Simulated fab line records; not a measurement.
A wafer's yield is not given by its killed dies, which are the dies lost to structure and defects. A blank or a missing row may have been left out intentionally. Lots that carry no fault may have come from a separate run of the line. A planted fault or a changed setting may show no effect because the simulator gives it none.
Struck lot and sound lot, side by side + flow sky130 + 31 out of 708 route steps
Sound: the wafers L422.2, L422.4, L422.5. Wafers struck: L443.2, L443.3, L443.4. The cause is named last.
Order at every step that has rows: each side's tool, ch and its chambers, its first start. Under that, the readings that differ: sound wafers + struck wafers + difference of the means + sigmas: that difference in standard deviations of wafers without a fault.
alike: readings whose means differ by less than 2 such deviations, and words and numbers that are the same on both sides. not compared: withheld readings, readings that some wafer has no value for, bounds like >300 that may hide the same value, and numbers for which the record gives no deviation and whose values overlap.
A row with sigmas, a row that says differs or no value, or rows on one side alone: a step with any of these is where the two part. Numbers that have no deviation but don't overlap get no sigmas and don't part them. Lack of a reading on every wafer of one side parts them only where that side has two or more wafers.

first, 1 step without rows for these wafers: SKY_NWELL_IMPLANT_13.
SKY_NWELL_STRIP_14: strips in O2/N2.
  sound on plasma asher-04 ch 0,1, day 4 21:52; struck on plasma asher-04 ch 0,1, day 10 01:29
| reading                      | sound             | struck            | difference | sigmas |
|------------------------------|-------------------|-------------------|------------|--------|
| strip time to endpoint s (s) | 36.93 36.93 36.97 | 36.73 36.68 36.74 | -0.23      | -2     |
  alike: chamber pressure mTorr, drypump motor current A, oes product au
  not compared: rf hours counter h
SKY_NWELL_TW_MEAS_15:
  sound on film metro-04, day 4 21:59; struck on film metro-03, day 10 01:36
  alike: NWELL_TW
then, 7 steps without rows for these wafers: SKY_NWELL_DEHYDRATE_16 (time 60 s); SKY_NWELL_HMDS_17 (prime time 60 s); SKY_NWELL_COAT_18 (resist thk 3000 nm); SKY_NWELL_SOFTBAKE_19; SKY_NWELL_EXPOSE_20 (exposes mask NWM COMPLEMENT, target cd 840 nm); SKY_NWELL_PEB_21; SKY_NWELL_DEVELOP_22 (develop time 60 s).
SKY_NWELL_OVL_MEAS_23:
  sound on overlay-01, day 5 15:32; struck on overlay-02, day 11 00:43
  alike: NWELL_01_OVL
after that, 1 step had no rows for these wafers: SKY_NWELL_IMPLANT_24.
SKY_NWELL_STRIP_25: strips in O2/N2.
  sound on plasma asher-04 ch 0,1, day 5 15:43; struck on plasma asher-02 ch 0,1, day 11 00:53
  no value came back on the struck wafers for chamber pressure mTorr (mTorr), drypump motor current A (A), oes product au (a.u.), strip time to endpoint s (s); on the sound wafers chamber pressure mTorr (mTorr) reads 1497.8 1501.5 1497.3
| reading                                 | sound | struck         | difference | sigmas |
|-----------------------------------------|-------|----------------|------------|--------|
| model.coat_of_NWELL_COAT_18.thk nm (nm) | 0 0 0 | 2992 2986 2986 | +2988      |        |
  not compared: rf hours counter h
SKY_NWELL_TW_MEAS_26:
  sound on film metro-03, day 5 15:50; struck on film metro-01, day 11 01:00
  alike: NWELL_2_TW
then, 1 step without rows for these wafers: SKY_NWELL_CLEAN_27 (cleans in SC1/SC2, time 150 s).
SKY_NWELL_RTA_28: time 30 s.
  sound on rtp anneal-02 ch 0, day 5 15:57; struck on rtp anneal-01 ch 0, day 11 01:07
  alike: chamber o2 ppm, lamp power pct, wafer_temp_C_max
SKY_NWELL_RS_MEAS_29: measures by four-point-probe.
  sound on film metro-01, day 5 16:03; struck on film metro-04, day 11 01:13
  alike: NWELL_RS
SKY_NWELL_RS_MEAS_31: measures by four-point-probe.
  sound on film metro-01, day 5 16:17; struck on film metro-04, day 11 01:28
  alike: PWDE_RS
then, 7 steps without rows for these wafers: SKY_VT_ADJUST_HVTP_DEHYDRATE_00 (time 60 s); SKY_VT_ADJUST_HVTP_HMDS_01 (prime time 60 s); SKY_VT_ADJUST_HVTP_COAT_02 (resist thk 1140 nm); SKY_VT_ADJUST_HVTP_SOFTBAKE_03 (time 60 s); SKY_VT_ADJUST_HVTP_EXPOSE_04 (exposes mask HVTPM, target cd 380 nm); SKY_VT_ADJUST_HVTP_PEB_05; SKY_VT_ADJUST_HVTP_DEVELOP_06 (develop time 60 s).
SKY_VT_ADJUST_HVTP_CD_MEAS_07 targets a cd of 380 nm.
  sound on cd sem-02, day 6 11:04; struck on cd sem-02, day 12 00:30
| reading    | sound             | struck            | difference | sigmas |
|------------|-------------------|-------------------|------------|--------|
| cd nm (nm) | 374.4 374.7 377.0 | 380.0 380.7 381.8 | +5.5       | +2     |
SKY_VT_ADJUST_HVTP_OVL_MEAS_08:
  sound on overlay-01, day 6 11:10; struck on overlay-02, day 12 00:37
  alike: VT_ADJUST_HVTP_OVL
after that, 1 step had no rows for these wafers: SKY_VT_ADJUST_HVTP_IMPLANT_09.
SKY_VT_ADJUST_HVTP_STRIP_10: strips in O2/N2.
  sound on plasma asher-01 ch 0,1, day 6 11:20; struck on plasma asher-02 ch 0,1, day 12 00:47
| reading                      | sound             | struck            | difference | sigmas      |
|------------------------------|-------------------|-------------------|------------|-------------|
| strip time to endpoint s (s) | 14.15 14.19 14.18 | 58.58 58.53 58.46 | +44.35     | +99 or more |
  alike: chamber pressure mTorr, drypump motor current A, oes product au
  not compared: rf hours counter h
SKY_VT_ADJUST_HVTP_TW_MEAS_11:
  sound on film metro-02, day 6 11:27; struck on film metro-04, day 12 00:54
| reading           | sound          | struck   | difference | sigmas |
|-------------------|----------------|----------|------------|--------|
| VT_ADJUST_HVTP_TW | 1346 1352 1344 | 30 30 30 | -1317      | -82    |
then, 1 step without rows for these wafers: SKY_VT_ADJUST_LVTN_DEHYDRATE_00 (time 60 s).

== WHERE THEY PART ==
At SKY_NWELL_STRIP_14 first; at SKY_VT_ADJUST_HVTP_TW_MEAS_11 last (within this record only).

WHY: whatever the simulator had introduced
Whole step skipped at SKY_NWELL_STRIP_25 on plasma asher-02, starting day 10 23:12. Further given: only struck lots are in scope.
